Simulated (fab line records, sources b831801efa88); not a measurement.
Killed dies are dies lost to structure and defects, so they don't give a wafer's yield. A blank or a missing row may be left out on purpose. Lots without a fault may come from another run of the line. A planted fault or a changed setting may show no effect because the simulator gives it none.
A struck lot beside a sound one | flow gf180mcu | 18 steps out of a route of 602
Sound: wafers L627.2, L627.4, L627.5. Struck: wafer L632.6. (L632.1, L632.5 of the same lot were not struck and are left out.) The cause comes at the end.
At each step with rows: each side's tool, then ch and its chambers, then its first start. Under that, the readings that differ: sound wafers | struck wafers | difference of the means | sigmas: that difference in standard deviations of wafers without a fault.
alike: readings whose means differ by less than 2 such deviations, and words and numbers that are the same on both sides. not compared: withheld readings, readings that some wafer has no value for, bounds like >300 that may hide the same value, and numbers for which the record gives no deviation and whose values overlap.
The two part at a step that has a row with sigmas, a row that says differs or no value, or rows on one side only. Numbers that don't overlap but have no deviation are shown without sigmas and don't part them. A reading that every wafer of one side lacks parts them only if that side has two wafers or more.

first, 3 steps without rows for these wafers: GF_V5_EXPOSE_11 (exposes mask Via5, target cd 260 nm); GF_V5_PEB_12 (peb time 90 s); GF_V5_DEVELOP_13 (develop time 60 s).
GF_V5_CD_MEAS_14: target cd 260 nm.
  sound on cd_sem-02, day 29 18:49; struck on cd_sem-02, day 31 05:58
  alike: cd_nm
GF_V5_OVL_MEAS_15:
  sound on overlay-02, day 29 18:55; struck on overlay-01, day 31 06:05
  alike: V5_OVL
GF_V5_ETCH_16: etches BARC in N2/H2.
  sound on rie_diel-04 ch 2,3, day 29 18:56; struck on rie_diel-02 ch 2, day 31 06:08
  alike: drypump_motor_current_A, oes_product_au, throttle_valve_pct
GF_V5_ETCH_17: etches SiO2 in C4F8/O2/Ar, stops on TiN, target depth 855 nm.
  sound on rie_diel-04 ch 2,3; struck on rie_diel-02 ch 2
  alike: oes_product_au
then, 3 steps without rows for these wafers: GF_V5_STRIP_18 (strips in O2/N2); GF_V5_STRIP_19 (strips in post etch residue remover, time 1200 s); GF_V5_CLEAN_20 (cleans in DIW).
GF_V5_SPUTTER_21: material Ti, target thk 15 nm, time 80.02 s.
  sound on pvd_sputter-02, day 29 19:58; struck on pvd_sputter-02, day 31 06:51
  alike: chamber_pressure_pa, throttle_valve_pct
GF_V5_SPUTTER_22: material TiN, target thk 10 nm, time 40 s.
  sound on pvd_sputter-02, day 29 20:02; struck on pvd_sputter-02, day 31 06:55
  alike: chamber_pressure_pa, throttle_valve_pct
GF_V5_CVD_23: deposits W, target thk 350 nm, time 104.9 s.
  sound on cvd_w-01 ch 0,1, day 29 20:04; struck on cvd_w-01 ch 1, day 31 06:57
  reading                          | sound             | struck | difference | sigmas
  chamber_pressure_Torr (Torr)     | 39.98 39.97 40.00 | 20.94  | -19.04     | -99 or more
  model.W_of_V5_CVD_23.thk_nm (nm) | 342.5 350.4 347.9 | 251    | -96        |
  alike: heater_power_w
GF_V5_RS_MEAS_24: measures by four-point-probe.
  sound on film_metro-04, day 29 20:12; struck on film_metro-01, day 31 07:25
  reading          | sound             | struck | difference | sigmas
  V5_W_RS (ohm/sq) | 0.335 0.327 0.329 | 0.457  | +0.127     | +29
  not compared: hold
GF_V5_THK_MEAS_25: measures by xrf.
  sound on film_metro-04, day 29 20:19; struck on film_metro-01, day 31 09:35
  reading       | sound       | struck | difference | sigmas
  V5_W_THK (nm) | 333 343 336 | 242    | -95        | -18
  not compared: hold
GF_V5_CMP_26: polishes, stops on SiO2, t overpolish 15 s, target thk 0 nm.
  sound on cmp-02 ch 0,2, day 29 20:22; struck on cmp-02 ch 1, day 31 11:30
  reading                | sound    | struck                   | difference                   | sigmas
  hold                   | - - -    | await_dispo/1.7h/release | no value on the sound wafers |
  time_to_endpoint_s (s) | 82 82 80 | 61                       | -20                          | -4
  alike: motor_current_A
GF_TOP_METAL_SPUTTER_00: material Ti, target thk 37.5 nm, time 150 s.
  sound on pvd_sputter-03, day 29 20:40; struck on pvd_sputter-03, day 31 11:42
  alike: chamber_pressure_pa, throttle_valve_pct
GF_PASSIVATION_PROBE_99:
  the record has rows for the struck wafers here (prober-02, day 32 20:41) and none for the sound ones

WHERE THEY PART
First at GF_V5_CVD_23; last, within this record, at GF_PASSIVATION_PROBE_99.

WHY: what the simulator had put in
Process parameter drift: cvd_w-01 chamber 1, from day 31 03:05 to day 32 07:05, at GF_V5_CVD_23. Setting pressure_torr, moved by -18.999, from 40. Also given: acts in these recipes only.
